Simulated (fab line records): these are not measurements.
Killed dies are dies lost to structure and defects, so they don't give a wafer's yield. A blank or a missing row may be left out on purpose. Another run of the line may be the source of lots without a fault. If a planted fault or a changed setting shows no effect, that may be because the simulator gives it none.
Chamber matching | flow sky130 | SKY_VIA2_CMP_24 on cmp-01 has 4 sister chambers
The step polishes, stops on SiO2, t overpolish 20 s, target thk 0 nm. 27 wafers are shown with their chamber, then 12 later ones without.

## EACH WAFER AND ITS CHAMBER
wafer  | chamber | motorCurrentA (A) | timeToEndpointS (s) | headPressurePsi (psi)
L076.1 | 1       | 10.1              | 103                 | 3.509
L076.5 | 0       | 9.8               | 109                 | 3.500
L076.6 | 3       | 11.0              | 105                 | 3.499
L077.2 | 3       | 11.2              | 98                  | 3.492
L077.3 | 2       | 13.5              | 103                 | 3.509
L077.4 | 1       | 10.1              | 96                  | 3.499
L078.2 | 1       | 10.1              | 101                 | 3.505
L078.3 | 3       | 11.1              | 102                 | 3.499
L078.5 | 0       | 10.0              | 105                 | 3.493
L082.2 | 0       | 10.2              | 102                 | 3.496
L082.3 | 3       | 10.8              | 98                  | 3.500
L082.5 | 3       | 11.4              | 98                  | 3.493
L083.2 | 1       | 9.8               | 96                  | 3.511
L083.4 | 3       | 11.1              | 95                  | 3.492
L083.5 | 1       | 9.8               | 97                  | 3.493
L084.1 | 0       | 10.9              | 100                 | 3.477
L084.3 | 1       | 9.9               | 97                  | 3.504
L084.5 | 0       | 10.6              | 100                 | 3.489
L081.1 | 1       | 10.1              | 98                  | 3.501
L081.5 | 3       | 11.3              | 90                  | 3.506
L081.6 | 0       | 10.3              | 102                 | 3.509
L089.1 | 0       | 10.5              | 104                 | 3.500
L089.3 | 2       | 14.0              | 99                  | 3.489
L089.6 | 3       | 10.6              | 98                  | 3.499
L091.1 | 0       | 10.5              | 106                 | 3.511
L091.3 | 3       | 11.1              | 101                 | 3.500
L091.4 | 2       | 13.5              | 102                 | 3.509

SIGNATURES, as means of the wafers listed above
reading         | chamber 0 | chamber 1 | chamber 2 | chamber 3 | scatter within a chamber
motorCurrentA   | 10.350    | 9.986     | 13.667    | 11.067    | 0.267
timeToEndpointS | 103.50    | 98.29     | 101.33    | 98.33     | 3.4
headPressurePsi | 3.49688   | 3.50314   | 3.50233   | 3.49778   | 0.00808
Rule: a wafer lies at a distance from a chamber equal to the root of the sum of squares, over the readings, of (its reading less the chamber's mean, divided by the reading's scatter). If the next closest chamber is less than 2 further off than the closest, the wafer can't be placed; otherwise it belongs to the closest. The scatter is the square root of a quotient: the sum, over the shown wafers, of each reading's squared deviation from its chamber's mean, divided by wafers minus chambers.

## WAFERS WITH NO CHAMBER GIVEN
wafer  | motorCurrentA (A) | timeToEndpointS (s) | headPressurePsi (psi)
L092.3 | 13.8              | 97                  | 3.504
L092.4 | 10.0              | 98                  | 3.500
L092.6 | 11.1              | 95                  | 3.496
L093.1 | 9.9               | 99                  | 3.501
L093.2 | 11.3              | 99                  | 3.500
L093.5 | 9.6               | 95                  | 3.507
L094.4 | 11.6              | 101                 | 3.493
L094.5 | 10.9              | 99                  | 3.498
L094.6 | 10.0              | 107                 | 3.501
L096.2 | 11.5              | 101                 | 3.497
L096.3 | 10.4              | 105                 | 3.499
L096.6 | 10.0              | 102                 | 3.502

## WHICH CHAMBER EACH ONE RAN IN
wafer  | from the rows above     | in truth
L092.3 | 2                       | 2
L092.4 | can't be placed: 1 or 0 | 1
L092.6 | 3                       | 3
L093.1 | can't be placed: 1 or 0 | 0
L093.2 | 3                       | 3
L093.5 | 1                       | 1
L094.4 | 3                       | 3
L094.5 | can't be placed: 3 or 0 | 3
L094.6 | can't be placed: 0 or 1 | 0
L096.2 | 3                       | 3
L096.3 | 0                       | 0
L096.6 | can't be placed: 1 or 0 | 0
Placed correctly: 7 of 12. Unplaceable from these rows: 5, with the true chamber sitting among the candidates in 5. Number placed wrongly: 0.
